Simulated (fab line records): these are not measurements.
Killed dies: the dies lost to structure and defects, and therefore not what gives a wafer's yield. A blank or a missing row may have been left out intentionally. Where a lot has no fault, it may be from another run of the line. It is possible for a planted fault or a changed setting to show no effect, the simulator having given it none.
2 desks, one fault + flow gf180mcu + every desk sees just its own numbers, and what lay behind them comes last

== FOR THE TOOL OWNER'S DESK: lithoTrack-01 ==
The tool's own readings at GF_VT_IMPLANT_DEVELOP_17 (develop time 60 s): means of the sampled wafers that have a number, for each lot that ran on this tool. Marked OUT: a lot whose mean sits more than 4 standard deviations from the usual mean, which makes it out of limits; the brackets give that distance.
Columns: A = developerTempC at GF_VT_IMPLANT_DEVELOP_17, usual 22.99 C; B = exhaustPa at GF_VT_IMPLANT_DEVELOP_17, usual 44.7 Pa
| lot  | first seen here | A                | B    |
|------|-----------------|------------------|------|
| L774 | day 7 14:07     | 22.99            | 44.7 |
| L776 | day 7 23:04     | 22.87            | 44.9 |
| L777 | day 8 03:49     | 22.93            | 45.4 |
| L784 | day 9 21:03     | 23.02            | 45.0 |
| L787 | day 10 17:54    | 22.06 (-8.5) OUT | 44.5 |
| L792 | day 12 01:47    | 22.14 (-7.8) OUT | 45.6 |
This desk's verdict: out of limits on L787, L792, starting with L787 at day 10 17:54 (developerTempC at GF_VT_IMPLANT_DEVELOP_17). L774, L776, L777, L784 stayed within limits.

== AT THE METROLOGY DESK ==
Lot by lot, what the gauges showed, no matter which tool ran the lot: averages of those sampled wafers that carry a number. Marked OUT: a lot whose mean sits more than 4 standard deviations from the usual mean, which makes it out of limits; the brackets give that distance.
Columns: A = V1_CVD_00_THK at GF_V1_THK_MEAS_01, usual 600 nm
| lot  | first seen here | A   |
|------|-----------------|-----|
| L772 | day 17 17:14    | 608 |
| L774 | day 19 00:32    | 600 |
| L775 | day 19 07:01    | 595 |
| L776 | day 19 14:59    | 605 |
| L777 | day 19 21:37    | 605 |
| L778 | day 20 07:49    | 595 |
| L779 | day 21 00:06    | 595 |
| L781 | day 21 16:07    | 608 |
| L782 | day 22 00:25    | 600 |
| L784 | day 22 06:35    | 599 |
| L786 | day 23 02:26    | 595 |
| L787 | day 23 11:07    | 602 |
| L789 | day 23 23:37    | 602 |
| L792 | day 24 20:40    | 599 |
This desk's verdict: no lot among the 14 shows anything out of limits.

== PUT TOGETHER ==
The tool owner's desk could have raised an alarm at day 10 17:54, on L787, L792.
From the metrology desk's view, nothing was out of limits.
The metrology desk has L787, L792 on record, within its limits.
All the named lots went through GF_VT_IMPLANT_DEVELOP_17 on lithoTrack-01.

== WHAT THE SIMULATOR HAD PUT IN ==
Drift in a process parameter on lithoTrack-01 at GF_VT_IMPLANT_DEVELOP_17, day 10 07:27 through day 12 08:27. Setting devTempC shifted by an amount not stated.
Shown lots that were struck: L787, L792.
How many hours passed from the start of the fault until each desk's first out-of-limits reading: the tool owner's desk, 10.
